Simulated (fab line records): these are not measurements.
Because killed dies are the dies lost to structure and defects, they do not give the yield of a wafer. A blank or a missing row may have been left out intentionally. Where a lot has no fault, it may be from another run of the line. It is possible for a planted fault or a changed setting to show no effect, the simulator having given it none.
Problem report, 8D (eight disciplines) form, completed by code | flow sky130 | the parts of the form that need people (team, actions taken, sign-off) are left out

1. THE PROBLEM
Wafers free of any fault read 191.0 (standard deviation 1.5) for VT_ADJUST_LVTN_2_TW at SKY_VT_ADJUST_LVTN_TW_MEAS_21, against a mean of 181.1 on 4 wafers of 2 lots. That is -6.6 standard deviations from the usual mean.
Earliest sighting: wafer L533.3 on film metro-04 at day 10 03:45. At this step, 33 wafers from 11 lots have a number in the record. By rule, "out" or "out of limits" means more than 4 standard deviations away from the usual mean. All remaining wafers that have a number are taken as sound.

2. WHAT IT IS AND WHAT IT IS NOT
question                    | is                             | is not
which readings at this step | VT_ADJUST_LVTN_2_TW            | -
which lots                  | L533, L538                     | L525, L526, L530, L532, L542, L543, L545, L546, L547
which wafers of those lots  | L533.3, L538.2, L538.3, L538.4 | L533.5, L533.6
read on which gauges        | film metro-04                  | film metro-02, film metro-03
when                        | from day 10 03:45              | up to then (14 sound wafers); but 15 sound wafers of L542, L543, L545, L546, L547 came after

3. SUSPECTS, AND WHAT RULES EACH OUT
Counting: if a tool at a process step up to the reading ran every lot that is out, it stays a suspect. Sound lots after the first of them don't rule it out here, since some wafers of a struck lot are sound.
- the gauge at SKY_VT_ADJUST_LVTN_TW_MEAS_21: kept. All the wafers that are out were read on film metro-04, and no step on other tools shows them out.
- implanter-01 at SKY_VT_ADJUST_LVTN_IMPLANT_19: kept. It ran every lot that is out, first L533 (day 10 03:32); its last sound lot up to then is L532 (day 9 21:14).
- plasma asher-02 at SKY_VT_ADJUST_LVTN_STRIP_20 (strips in O2/N2): kept. It ran every lot that is out, first L533 (day 10 03:40); its last sound lot up to then is L525 (day 7 17:17).
After the count, these remain: implanter-01 at SKY_VT_ADJUST_LVTN_IMPLANT_19, plasma asher-02 at SKY_VT_ADJUST_LVTN_STRIP_20 and film metro-04 at SKY_VT_ADJUST_LVTN_TW_MEAS_21.

4. THE CAUSE (what the simulator had put in)
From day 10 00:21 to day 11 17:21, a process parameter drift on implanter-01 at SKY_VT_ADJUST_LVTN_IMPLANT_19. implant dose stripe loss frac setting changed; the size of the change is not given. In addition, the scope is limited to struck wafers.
This tool is one of the 3 suspects left after counting.

5. THE CHAIN OF EFFECTS, in route order
Each row: a reading where the mean over the struck wafers with a number is more than 3 standard deviations away from the usual. Readings are gone through only where the record gives a usual standard deviation; hours: the median, over the lots, of the time from a lot's start at the first step in this table giving one to that lot's start at this step; sigmas: the change measured in usual standard deviations.
hours | step                          | reading             | usual | on struck wafers | change | sigmas
0     | SKY_VT_ADJUST_LVTN_TW_MEAS_21 | VT_ADJUST_LVTN_2_TW | 191.0 | 181.1            | -9.9   | -6.6

6. WHAT WOULD HAVE CAUGHT IT SOONER
The first out-of-limits reading at a measuring or inspecting step in this record came at day 10 03:45, 3 hours after the fault's start at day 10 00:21.
An alarm limit of 4 standard deviations would not have fired on the tool readings at SKY_VT_ADJUST_LVTN_IMPLANT_19 for which the record gives a usual standard deviation, since none of them was out on any struck wafer.
Among the 2 lots that are out, L538 began SKY_VT_ADJUST_LVTN_IMPLANT_19 on implanter-01 after day 10 03:45. It would have been spared by a hold on the tool at that moment.
